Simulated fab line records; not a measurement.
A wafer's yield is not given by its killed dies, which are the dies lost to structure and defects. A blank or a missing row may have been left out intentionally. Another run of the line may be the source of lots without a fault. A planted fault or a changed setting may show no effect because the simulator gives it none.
Chamber matching + flow sky130 + cmp-01 running SKY_VIA4_CMP_21: 4 sister chambers
The step polishes, stops on SiO2, t overpolish 25 s, target thk 0 nm. 8 wafers are shown with their chamber, then 11 later ones without.

WAFERS, EACH WITH ITS CHAMBER
| wafer  | chamber | motorCurrentA (A) | timeToEndpointS (s) |
|--------|---------|-------------------|---------------------|
| L082.6 | 2       | 12.0              | 126                 |
| L087.1 | 2       | 12.6              | 120                 |
| L087.2 | 1       | 10.3              | 118                 |
| L087.6 | 1       | 10.3              | 122                 |
| L091.4 | 0       | 11.4              | 127                 |
| L091.5 | 0       | 12.2              | 126                 |
| L091.6 | 3       | 11.8              | 133                 |
| L095.1 | 3       | 11.4              | 125                 |

WAFERS MISSING THEIR CHAMBER
| wafer  | motorCurrentA (A) | timeToEndpointS (s) |
|--------|-------------------|---------------------|
| L095.3 | 12.1              | 117                 |
| L095.5 | 11.6              | 126                 |
| L094.1 | 12.8              | 117                 |
| L094.3 | 11.3              | 120                 |
| L094.6 | 11.7              | 119                 |
| L096.2 | 11.5              | 124                 |
| L096.4 | 11.8              | 127                 |
| L096.6 | 11.5              | 127                 |
| L097.2 | 10.5              | 123                 |
| L097.3 | 12.5              | 124                 |
| L097.6 | 11.7              | 125                 |

CHAMBER TAKEN BY EACH
| wafer  | from the rows above               | in truth |
|--------|-----------------------------------|----------|
| L095.3 | can't be placed: 2 or 0 or 3      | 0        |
| L095.5 | can't be placed: 0 or 3 or 2      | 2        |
| L094.1 | can't be placed: 2 or 0           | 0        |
| L094.3 | can't be placed: 0 or 3 or 1 or 2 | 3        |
| L094.6 | can't be placed: 2 or 0 or 3 or 1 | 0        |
| L096.2 | can't be placed: 0 or 3 or 2      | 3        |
| L096.4 | can't be placed: 0 or 3 or 2      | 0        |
| L096.6 | can't be placed: 3 or 0 or 2      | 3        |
| L097.2 | 1                                 | 1        |
| L097.3 | can't be placed: 2 or 0           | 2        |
| L097.6 | can't be placed: 0 or 3 or 2      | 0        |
1 of 11 placed correctly. These rows do not allow placing 10 (true chamber among the candidates in 10). 0 placed wrongly.
How it was worked out, from the rows above alone: a wafer's distance from a chamber is the root of the sum, over the readings, of the square of ((its reading less the chamber's mean) divided by the reading's scatter). If the next closest chamber is less than 2 further off than the closest, the wafer can't be placed; otherwise it belongs to the closest. For every chamber, the mean is computed from those of its wafers that are shown. The scatter is the square root of a quotient: the sum, over the shown wafers, of each reading's squared deviation from its chamber's mean, divided by wafers minus chambers.
